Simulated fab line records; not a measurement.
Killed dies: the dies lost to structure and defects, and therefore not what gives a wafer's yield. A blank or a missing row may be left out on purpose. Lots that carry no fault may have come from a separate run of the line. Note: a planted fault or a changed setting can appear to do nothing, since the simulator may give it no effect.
Which tool did it? | flow sky130 | Sampling: 9 lots, 27 wafers, 5 of 708 route steps

## WHAT THE GAUGES SHOWED, per wafer
SKY_METAL4_OVL_MEAS_14. Usual: METAL4_OVL 1 nm, standard deviation 4.9.
lot  | measured     | on         | METAL4_OVL (nm) | flag
L120 | day 42 03:56 | overlay-01 | 0 -3 3          | 
L121 | day 42 06:27 | overlay-02 | 5 8 4           | 
L123 | day 43 04:29 | overlay-02 | -8 -7 -8        | 
L128 | day 44 07:05 | overlay-01 | 1 -3 -1         | 
L135 | day 46 11:08 | overlay-01 | 9 0 8           | 
L138 | day 46 23:26 | overlay-01 | 4 4 5           | 
L139 | day 47 05:39 | overlay-01 | 4 1 -1          | 
L142 | day 47 21:44 | overlay-01 | 0 3 5           | 
L140 | day 47 23:35 | overlay-02 | -6 -5 0         | 

SKY_VIA4_BOW_MEAS_03. Usual: VIA4_BOW 79 um, standard deviation 8.4.
lot  | measured     | on           | VIA4_BOW (um) | flag
L120 | day 42 05:26 | filmMetro-01 | 83 74 86      | 
L121 | day 42 08:18 | filmMetro-03 | 75 84 68      | 
L123 | day 43 06:16 | filmMetro-04 | 94 92 74      | 
L128 | day 44 08:34 | filmMetro-03 | 81 63 87      | 
L135 | day 46 12:41 | filmMetro-01 | 82 79 80      | 
L138 | day 47 01:12 | filmMetro-03 | 86 70 75      | 
L139 | day 47 07:09 | filmMetro-03 | 83 86 74      | 
L142 | day 47 23:38 | filmMetro-04 | 72 73 93      | 
L140 | day 48 01:07 | filmMetro-03 | 92 68 80      | 

SKY_METAL5_RS_MEAS_05: measurement is done with a four-point probe. Usual: METAL5_ALCU_RS 0.02707 ohm/sq, standard deviation 0.00028.
lot  | measured     | on           | METAL5_ALCU_RS (ohm/sq) | flag
L120 | day 43 06:12 | filmMetro-03 | 0.02699 0.02706 0.02704 | 
L121 | day 43 08:57 | filmMetro-02 | 0.02725 0.02711 0.02673 | 
L123 | day 44 05:35 | filmMetro-03 | 0.02671 0.02717 0.02676 | 
L128 | day 45 07:38 | filmMetro-02 | 0.02747 0.02724 0.02731 | 
L135 | day 47 10:41 | filmMetro-01 | 0.02651 0.0243 0.024    | OFF
L138 | day 47 22:16 | filmMetro-03 | 0.02666 0.02417 0.02706 | OFF
L139 | day 48 05:16 | filmMetro-01 | 0.0269 0.02672 0.0272   | 
L142 | day 48 19:28 | filmMetro-03 | 0.02701 0.02706 0.02699 | 
L140 | day 48 21:00 | filmMetro-02 | 0.02729 0.02752 0.02744 | 

SKY_METAL5_THK_MEAS_06: measures by xrf. Usual: METAL5_ALCU_THK 1128 nm, standard deviation 13.
lot  | measured     | on           | METAL5_ALCU_THK (nm) | flag
L120 | day 43 06:19 | filmMetro-03 | 1131 1123 1130       | 
L121 | day 43 09:03 | filmMetro-02 | 1128 1134 1146       | 
L123 | day 44 05:42 | filmMetro-03 | 1137 1118 1143       | 
L128 | day 45 07:46 | filmMetro-02 | 1123 1130 1118       | 
L135 | day 47 10:49 | filmMetro-01 | 1150 1248 1273       | OFF
L138 | day 47 22:23 | filmMetro-03 | 1144 1264 1133       | OFF
L139 | day 48 05:22 | filmMetro-01 | 1128 1130 1119       | 
L142 | day 48 19:35 | filmMetro-03 | 1127 1128 1129       | 
L140 | day 48 21:07 | filmMetro-02 | 1118 1113 1112       | 

## WHAT TOOL EACH LOT RAN ON (gives the tool, then ch and the chambers of the sampled wafers, and finally the start)
lot  | SKY_METAL5_SPUTTER_02
L120 | pvdSputter-01, day 43 06:04
L121 | pvdSputter-04, day 43 08:47
L123 | pvdSputter-01, day 44 05:28
L128 | pvdSputter-01, day 45 07:32
L135 | pvdSputter-01, day 47 10:34
L138 | pvdSputter-01, day 47 22:09
L139 | pvdSputter-02, day 48 05:07
L142 | pvdSputter-02, day 48 19:20
L140 | pvdSputter-02, day 48 20:53
- SKY_METAL5_SPUTTER_02: material AlCu, target thk 1150 nm, time 61.2 s.

## WHAT THE TOOLS THEMSELVES READ (means of the sampled wafers that have a number; where no wafer has one, the mark that the record gives instead)
SKY_METAL5_SPUTTER_02. Usual: chamberPressurePa 0.4000 Pa, standard deviation 0.00081; throttleValvePct 29.3 %, standard deviation 0.86.
lot  | tool          | chamberPressurePa (Pa) | throttleValvePct (%) | flag
L120 | pvdSputter-01 | 0.3995                 | 29.5                 | 
L121 | pvdSputter-04 | 0.4008                 | 28.6                 | 
L123 | pvdSputter-01 | 0.4007                 | 28.9                 | 
L128 | pvdSputter-01 | 0.3989                 | 29.1                 | 
L135 | pvdSputter-01 | 0.3998                 | 28.9                 | 
L138 | pvdSputter-01 | 0.3998                 | 29.2                 | 
L139 | pvdSputter-02 | 0.3998                 | 28.6                 | 
L142 | pvdSputter-02 | 0.4001                 | 29.3                 | 
L140 | pvdSputter-02 | 0.4007                 | 30.1                 | 

## THE ANSWER, worked out from the rows above alone
Rule: a lot counts as off when the mean over its wafers that have a number is more than 3 standard deviations away from the usual mean. Also off: a lot with no number at a reading for which 4 or more lots have one. Any other lot the step has rows for is counted as sound. After the gauges, taken in route order, come the tools' own readings; for these a lot's mean is taken, as printed above. At the first step where some lot is off, the reading lying furthest off is the one used; lots without a number count as furthest.
Off: L135, L138, at SKY_METAL5_RS_MEAS_05 (METAL5_ALCU_RS).
If a tool, at a process step before that reading, ran all the lots that are off and no sound lot after the first of them, it fits. The gauges at SKY_METAL5_RS_MEAS_05 are tried like those tools. One fits: SKY_METAL5_SPUTTER_02 on pvdSputter-01. A fault onset in the window from L128 (day 45 07:32, its last sound lot) to L135 (day 47 10:34, its first lot off) fits.

## WHAT WAS PUT IN BY THE SIMULATOR
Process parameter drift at SKY_METAL5_SPUTTER_02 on pvdSputter-01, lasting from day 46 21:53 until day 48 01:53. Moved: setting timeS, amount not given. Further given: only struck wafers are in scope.
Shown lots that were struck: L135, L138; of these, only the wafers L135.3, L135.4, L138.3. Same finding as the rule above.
